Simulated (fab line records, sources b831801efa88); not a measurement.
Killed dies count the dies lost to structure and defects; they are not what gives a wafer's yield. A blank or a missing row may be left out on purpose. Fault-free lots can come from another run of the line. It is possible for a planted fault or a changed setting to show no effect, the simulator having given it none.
A lot that was struck, set against a sound lot ; flow gf180mcu ; 30 steps out of a route of 602
Sound: wafers L724.1, L724.2, L724.6. Struck: wafers L730.1, L730.3. (L730.5 of the same lot was not struck and is left out.) The cause comes at the end.
At each step with rows: each side's tool, then ch and its chambers, then its first start. Under that, the readings that differ: sound wafers ; struck wafers ; difference of the means ; sigmas: that difference in standard deviations of wafers without a fault.
alike: words and numbers the same on both sides, and readings whose means are apart by under 2 such deviations; not compared: readings that were withheld, readings missing a value for some wafer, numbers with overlapping values and no deviation given by the record, and bounds like >300 which may hide the same value.
Wherever a step has rows on one side only, a row that says differs or no value, or a row with sigmas, the two part there. Numbers that have no deviation but don't overlap get no sigmas and don't part them. A reading that every wafer of one side lacks parts them only if that side has two wafers or more.

first, 3 steps without rows for these wafers: GF_PSD_EXPOSE_04 (exposes mask Pplus, target cd 400 nm); GF_PSD_PEB_05; GF_PSD_DEVELOP_06 (develop time 60 s).
GF_PSD_CD_MEAS_07 targets a cd of 400 nm.
  struck on cdSem-02, day 19 06:00; sound on cdSem-02, day 17 03:24
  alike: cdNm
GF_PSD_OVL_MEAS_08:
  struck on overlay-01, day 19 06:07; sound on overlay-01, day 17 03:31
reading;sound;struck;difference;sigmas
PSD_OVL (nm);2.0 5.2 3.6;-0.9 -0.5;-4.3;-3
following that, these wafers have no rows for 1 step: GF_PSD_IMPLANT_09.
GF_PSD_STRIP_10: strips in O2/N2.
  sound on plasmaAsher-03 ch 0,1, day 17 03:43; struck on plasmaAsher-03 ch 1, day 19 06:19
  alike: drypumpMotorCurrentA, heaterPowerW, oesProductAu, stripTimeToEndpointS
  not compared: rfHoursCounterH
GF_PSD_TW_MEAS_11:
  struck on filmMetro-02, day 19 06:25; sound on filmMetro-03, day 17 03:49
reading;sound;struck;difference;sigmas
PSD_TW;3161 3158 3152;3228 3222;+68;+2
then, 1 step without rows for these wafers: GF_PSD_CLEAN_12 (cleans in SC1/SC2, time 150 s).
GF_PSD_RTA_13: time 20 s.
  sound on rtpAnneal-01 ch 0, day 17 03:55; struck on rtpAnneal-01 ch 0, day 19 06:31
  alike: lampPowerPct, wafer_temp_C_max
GF_PSD_RS_MEAS_14: the measuring method here is four-point-probe.
  struck on filmMetro-03, day 19 06:36; sound on filmMetro-03, day 17 04:00
  alike: NSD_RS
GF_PSD_RS_MEAS_15: the measuring method here is four-point-probe.
  struck on filmMetro-03, day 19 06:43; sound on filmMetro-03, day 17 04:07
  alike: PSD_RS
GF_SAB_CVD_00: deposits SiO2 from TEOS, target thk 50 nm, time 4.9302 s.
  sound on pecvd-01 ch 1,2, day 17 04:14; struck on pecvd-01 ch 0,2, day 19 06:50
reading;sound;struck;difference;sigmas
model.SiO2_of_SAB_CVD_00.thkNm (nm);50.48 50.22 50.95;44.95 44.79;-5.68;
  alike: heaterPowerW
GF_SAB_THK_MEAS_01:
  struck on filmMetro-01, day 19 06:52; sound on filmMetro-02, day 17 04:16
reading;sound;struck;difference;sigmas
SAB_CVD_00_THK (nm);50.4 50.2 50.9;45.0 44.8;-5.6;-8
then, 7 steps without rows for these wafers: GF_SAB_DEHYDRATE_02 (time 60 s); GF_SAB_HMDS_03 (prime time 60 s); GF_SAB_COAT_04 (resist thk 1000 nm); GF_SAB_SOFTBAKE_05 (time 60 s); GF_SAB_EXPOSE_06 (exposes mask SAB, target cd 420 nm); GF_SAB_PEB_07; GF_SAB_DEVELOP_08 (develop time 60 s).
GF_SAB_CD_MEAS_09 targets a cd of 420 nm.
  struck on cdSem-01, day 20 06:24; sound on cdSem-02, day 18 03:21
  alike: cdNm
GF_SAB_OVL_MEAS_10:
  struck on overlay-02, day 20 06:31; sound on overlay-02, day 18 03:28
reading;sound;struck;difference;sigmas
SAB_OVL (nm);0.6 2.1 1.6;-3.1 -2.4;-4.2;-3
GF_SAB_ETCH_11: etches SiO2 in C4F8/O2/Ar, target depth 55 nm, time 8.5 s.
  sound on rieDiel-04 ch 0,1, day 18 03:31; struck on rieDiel-04 ch 1,3, day 20 06:34
  alike: oesProductAu
  not compared: rfHoursCounterH
then, 1 step without rows for these wafers: GF_SAB_WET_ETCH_12 (etches SiO2 in dHF, target depth 22 nm, time 440 s).
GF_SAB_STRIP_13: strips in O2/N2.
  sound on plasmaAsher-03 ch 0,1, day 18 03:40; struck on plasmaAsher-02 ch 0,1, day 20 06:43
  alike: drypumpMotorCurrentA, heaterPowerW, oesProductAu, stripTimeToEndpointS
  not compared: rfHoursCounterH
then, 1 step without rows for these wafers: GF_SALICIDE_CLEAN_00 (cleans in SC1/SC2, time 150 s).
GF_SALICIDE_WET_ETCH_01: etches SiO2 in dHF, target depth 5 nm, time 100 s.
  sound on wetBench-04 ch 1, day 18 03:49; struck on wetBench-03 ch 3, day 20 06:52
reading;sound;struck;difference;sigmas
model.SiO2_of_SAB_CVD_00.thkNm (nm);39.78 39.54 40.21;34.25 34.12;-5.66;
GF_SALICIDE_SPUTTER_02: material Co, target thk 10 nm, time 20 s.
  struck on pvdSputter-01, day 20 06:55; sound on pvdSputter-01, day 18 03:52
  alike: throttleValvePct
following that, these wafers have no rows for 1 step: GF_PASSIVATION_PROBE_99.

== WHERE THEY PART ==
Earliest at GF_PSD_OVL_MEAS_08; latest, in this record, at GF_SAB_OVL_MEAS_10. Later steps at which nothing parts them and some readings are alike: GF_SAB_ETCH_11, GF_SAB_STRIP_13, GF_SALICIDE_SPUTTER_02.

WHY: what the simulator had put in
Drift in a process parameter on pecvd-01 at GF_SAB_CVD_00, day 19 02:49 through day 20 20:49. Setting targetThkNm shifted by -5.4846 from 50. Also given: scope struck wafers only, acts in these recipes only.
